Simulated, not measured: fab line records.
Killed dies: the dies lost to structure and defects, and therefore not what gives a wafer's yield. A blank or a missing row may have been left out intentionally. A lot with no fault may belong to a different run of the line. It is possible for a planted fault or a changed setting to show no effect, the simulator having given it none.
Which tool was responsible? | flow gf180mcu | 39 wafers from 13 lots sampled at 6 of the route's 602 steps

WHAT THE GAUGES READ, wafer by wafer
GF_PSD_CD_MEAS_07: target cd 400 nm. Usual: 400.2 nm for cdNm, sd 2.7.
lot  | measured     | on       | cdNm (nm)         | flag
L401 | day 14 06:36 | cdSem-02 | 402.3 402.8 399.6 | 
L403 | day 14 21:50 | cdSem-01 | 400.8 398.3 399.8 | 
L404 | day 15 06:32 | cdSem-01 | 397.0 397.3 400.0 | 
L407 | day 16 08:14 | cdSem-02 | 400.1 399.0 398.6 | 
L413 | day 18 15:51 | cdSem-01 | - - -             | OFF
L417 | day 20 03:26 | cdSem-02 | 403.0 401.0 401.3 | 
L418 | day 20 08:14 | cdSem-02 | 398.0 398.1 398.0 | 
L419 | day 20 23:26 | cdSem-01 | 401.5 402.0 402.3 | 
L420 | day 21 04:25 | cdSem-01 | 407.0 406.9 407.4 | 
L421 | day 21 10:01 | cdSem-02 | 403.6 401.4 400.9 | 
L422 | day 21 17:11 | cdSem-01 | 396.5 396.1 397.8 | 
L423 | day 22 03:32 | cdSem-01 | 399.4 399.7 402.2 | 
L424 | day 22 13:41 | cdSem-02 | 397.2 396.0 397.7 | 

GF_PSD_TW_MEAS_11. Usual: for PSD_TW the level is 3160 and the standard deviation is 20.
lot  | measured     | on           | PSD_TW         | flag
L401 | day 14 07:00 | filmMetro-03 | 3165 3158 3156 | 
L403 | day 14 22:13 | filmMetro-03 | 3158 3150 3159 | 
L404 | day 15 06:56 | filmMetro-03 | 3196 3208 3211 | 
L407 | day 16 08:39 | filmMetro-04 | 3167 3173 3167 | 
L413 | day 18 16:15 | filmMetro-01 | 30 30 30       | OFF
L417 | day 20 03:50 | filmMetro-04 | 3171 3156 3156 | 
L418 | day 20 08:39 | filmMetro-01 | 3174 3165 3177 | 
L419 | day 20 23:49 | filmMetro-04 | 3164 3168 3167 | 
L420 | day 21 04:48 | filmMetro-04 | 3162 3147 3154 | 
L421 | day 21 10:25 | filmMetro-04 | 3151 3144 3141 | 
L422 | day 21 17:35 | filmMetro-04 | 3153 3151 3155 | 
L423 | day 22 03:57 | filmMetro-03 | 3202 3189 3187 | 
L424 | day 22 14:06 | filmMetro-04 | 3142 3180 3166 | 

GF_V1_CD_MEAS_14: target cd 260 nm. Usual: 259.8 nm for cdNm, sd 1.1.
lot  | measured     | on       | cdNm (nm)         | flag
L401 | day 18 05:20 | cdSem-01 | 258.3 258.4 259.0 | 
L403 | day 18 21:44 | cdSem-01 | 261.6 259.7 260.3 | 
L404 | day 19 07:59 | cdSem-02 | 261.2 260.2 260.4 | 
L407 | day 20 12:37 | cdSem-02 | 260.0 259.8 259.9 | 
L413 | day 22 21:50 | cdSem-02 | 258.2 258.9 258.3 | 
L417 | day 24 06:30 | cdSem-02 | 259.8 259.8 259.8 | 
L418 | day 24 13:14 | cdSem-02 | 257.9 257.7 256.9 | 
L419 | day 25 01:38 | cdSem-01 | 258.9 258.7 260.0 | 
L420 | day 25 05:04 | cdSem-02 | 260.0 259.7 258.3 | 
L421 | day 25 11:16 | cdSem-02 | 262.6 261.3 261.4 | 
L422 | day 25 16:38 | cdSem-02 | 260.7 261.4 261.4 | 
L423 | day 26 02:20 | cdSem-02 | 260.8 261.3 260.6 | 
L424 | day 26 12:29 | cdSem-02 | 261.0 259.7 259.7 | 

GF_V2_CD_MEAS_14: target cd 260 nm. Usual: 260.2 nm for cdNm, sd 1.4.
lot  | measured     | on       | cdNm (nm)         | flag
L401 | day 20 09:08 | cdSem-02 | 260.1 261.3 261.5 | 
L403 | day 21 01:59 | cdSem-02 | 260.7 260.6 261.7 | 
L404 | day 21 12:41 | cdSem-01 | 258.5 259.6 259.5 | 
L407 | day 22 16:35 | cdSem-01 | 259.8 260.1 260.2 | 
L413 | day 24 23:11 | cdSem-02 | 261.1 262.4 261.2 | 
L417 | day 26 03:40 | cdSem-02 | 260.8 260.9 261.2 | 
L418 | day 26 12:02 | cdSem-01 | 258.7 259.0 259.4 | 
L419 | day 26 23:08 | cdSem-01 | 259.9 259.6 260.5 | 
L420 | day 27 02:01 | cdSem-02 | 258.7 258.1 258.3 | 
L421 | day 27 07:34 | cdSem-01 | 260.7 259.8 260.8 | 
L422 | day 27 13:31 | cdSem-01 | 261.3 260.6 261.1 | 
L423 | day 27 22:20 | cdSem-01 | 260.6 261.2 261.2 | 
L424 | day 28 11:14 | cdSem-01 | 258.0 257.8 258.1 | 

EACH LOT AND THE TOOL THAT RAN IT (in order: tool; ch and the chambers of the sampled wafers; start)
lot  | GF_PSD_EXPOSE_04                   | GF_M1_METAL_ETCH_16
L401 | ilineStepper-01 ch 0, day 13 20:38 | rieMetal-01 ch 0,1, day 17 04:12
L403 | ilineStepper-01 ch 0, day 14 11:17 | rieMetal-03 ch 0,1, day 17 20:41
L404 | ilineStepper-02 ch 0, day 14 20:28 | rieMetal-01 ch 0,1, day 18 06:03
L407 | ilineStepper-02 ch 0, day 15 22:02 | rieMetal-03 ch 0,1, day 19 10:42
L413 | ilineStepper-02 ch 0, day 18 04:26 | rieMetal-03 ch 0,1, day 21 20:36
L417 | ilineStepper-02 ch 0, day 19 14:43 | rieMetal-01 ch 0,1, day 23 06:03
L418 | ilineStepper-02 ch 0, day 19 20:17 | rieMetal-01 ch 0,1, day 23 13:15
L419 | ilineStepper-02 ch 0, day 20 11:38 | rieMetal-03 ch 0,1, day 24 02:14
L420 | ilineStepper-01 ch 0, day 20 15:59 | rieMetal-01 ch 0,1, day 24 06:17
L421 | ilineStepper-01 ch 0, day 20 21:59 | rieMetal-02 ch 1, day 24 12:26
L422 | ilineStepper-01 ch 0, day 21 05:35 | rieMetal-02 ch 0,1, day 24 17:57
L423 | ilineStepper-01 ch 0, day 21 15:41 | rieMetal-02 ch 0,1, day 25 03:18
L424 | ilineStepper-01 ch 0, day 22 01:47 | rieMetal-03 ch 1, day 25 14:21
- GF_PSD_EXPOSE_04: exposes mask Pplus, target cd 400 nm.
- GF_M1_METAL_ETCH_16: etches the open film in Cl2/BCl3, stops on SiO2, target depth 750.8 nm, time 125.1 s.

AS READ BY THE TOOLS THEMSELVES (means over the sampled wafers that have a number; for cases with no such wafer, the mark the record gives instead)
GF_M1_METAL_ETCH_16. Usual: drypumpMotorCurrentA 5.8 A, standard deviation 0.39; oesProductAu 0.992 a.u., standard deviation 0.0056; throttleValvePct 28.227 %, standard deviation 0.0095.
lot  | tool        | drypumpMotorCurrentA (A) | oesProductAu (a.u.) | throttleValvePct (%) | flag
L401 | rieMetal-01 | 6.0                      | 0.995               | 28.233               | 
L403 | rieMetal-03 | 5.7                      | 0.992               | 28.219               | 
L404 | rieMetal-01 | 6.0                      | 0.996               | 28.223               | 
L407 | rieMetal-03 | 5.7                      | 0.996               | 28.220               | 
L413 | rieMetal-03 | 5.7                      | 0.997               | 28.239               | 
L417 | rieMetal-01 | 6.1                      | 0.997               | 28.213               | 
L418 | rieMetal-01 | 6.0                      | 0.989               | 28.223               | 
L419 | rieMetal-03 | 5.7                      | 0.993               | 28.220               | 
L420 | rieMetal-01 | 6.1                      | 0.991               | 28.228               | 
L421 | rieMetal-02 | 5.1                      | 0.987               | 28.237               | 
L422 | rieMetal-02 | 5.8                      | 0.991               | 28.222               | 
L423 | rieMetal-02 | 5.8                      | 0.989               | 28.233               | 
L424 | rieMetal-03 | 5.3                      | 0.995               | 28.227               | 

THE ANSWER, worked out from the rows above alone
Rule: a lot counts as off when the mean over its wafers that have a number is more than 3 standard deviations away from the usual mean. A lot without any number at a reading at which 4 lots or more have one is off too. Where the step has rows for the other lots, those lots are counted as sound. The gauges are gone through in route order, then the tools' own readings, and for those a lot's mean is taken as printed above. The first step at which some lot is off is used, and at that step the reading that is off furthest; a lot without a number counts as furthest.
Off, at GF_PSD_CD_MEAS_07 on cdNm: L413. Without a number there: L413.
If a tool, at a process step before that reading, ran all the lots that are off and no sound lot after the first of them, it fits. Not tried: the gauges at GF_PSD_CD_MEAS_07; whatever is off there is also off at GF_PSD_TW_MEAS_11, on other tools, and gauge error can't account for it. None of those tried fits.

WHAT HAD BEEN PUT IN BY THE SIMULATOR
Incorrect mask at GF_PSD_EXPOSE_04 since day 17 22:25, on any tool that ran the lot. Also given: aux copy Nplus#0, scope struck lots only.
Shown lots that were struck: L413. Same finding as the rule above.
